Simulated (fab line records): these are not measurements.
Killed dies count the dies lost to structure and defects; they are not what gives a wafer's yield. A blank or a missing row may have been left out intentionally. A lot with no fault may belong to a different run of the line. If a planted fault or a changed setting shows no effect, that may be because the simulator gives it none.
Matching of chambers / flow gf180mcu / cmp-02 running GF_V2_CMP_04: 4 sister chambers
The step polishes SiO2. 8 wafers are shown with their chamber, then 8 later ones without.

WAFERS WITH THEIR CHAMBER
wafer=L088.2; chamber=1; motor current A (A)=11.0; time to endpoint s (s)=73
wafer=L088.3; chamber=2; motor current A (A)=12.2; time to endpoint s (s)=79
wafer=L088.5; chamber=3; motor current A (A)=13.4; time to endpoint s (s)=73
wafer=L088.6; chamber=0; motor current A (A)=12.5; time to endpoint s (s)=82
wafer=L090.1; chamber=1; motor current A (A)=11.9; time to endpoint s (s)=79
wafer=L090.2; chamber=0; motor current A (A)=12.7; time to endpoint s (s)=75
wafer=L090.3; chamber=2; motor current A (A)=12.1; time to endpoint s (s)=82
wafer=L090.4; chamber=3; motor current A (A)=14.0; time to endpoint s (s)=83

WAFERS WITHOUT THEIR CHAMBER
wafer=L090.5; motor current A (A)=11.0; time to endpoint s (s)=88
wafer=L090.6; motor current A (A)=12.8; time to endpoint s (s)=89
wafer=L093.1; motor current A (A)=12.7; time to endpoint s (s)=86
wafer=L093.2; motor current A (A)=11.6; time to endpoint s (s)=78
wafer=L093.3; motor current A (A)=13.0; time to endpoint s (s)=82
wafer=L093.4; motor current A (A)=11.7; time to endpoint s (s)=85
wafer=L093.5; motor current A (A)=12.5; time to endpoint s (s)=83
wafer=L093.6; motor current A (A)=13.6; time to endpoint s (s)=86

WHICH CHAMBER EACH WENT THROUGH
wafer=L090.5; from the rows above=can't be placed: 1 or 2 or 0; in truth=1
wafer=L090.6; from the rows above=can't be placed: 0 or 2 or 3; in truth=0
wafer=L093.1; from the rows above=can't be placed: 0 or 2 or 3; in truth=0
wafer=L093.2; from the rows above=can't be placed: 1 or 2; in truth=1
wafer=L093.3; from the rows above=can't be placed: 0 or 3 or 2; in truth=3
wafer=L093.4; from the rows above=can't be placed: 2 or 1 or 0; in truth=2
wafer=L093.5; from the rows above=can't be placed: 0 or 2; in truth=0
wafer=L093.6; from the rows above=can't be placed: 3 or 0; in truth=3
Correct placement for 0 of the 8. These rows do not allow placing 8 (true chamber among the candidates in 8). 0 placed wrongly.
How it was worked out, from the rows above alone: a wafer's distance from a chamber is the root of the sum, over the readings, of the square of ((its reading less the chamber's mean) divided by the reading's scatter). If the next closest chamber is less than 2 further off than the closest, the wafer can't be placed; otherwise it belongs to the closest. The mean given for a chamber averages the wafers shown for that chamber. The scatter: take each reading less its chamber's mean, square it, sum over the shown wafers, divide by the number of wafers less the number of chambers, and take the root.
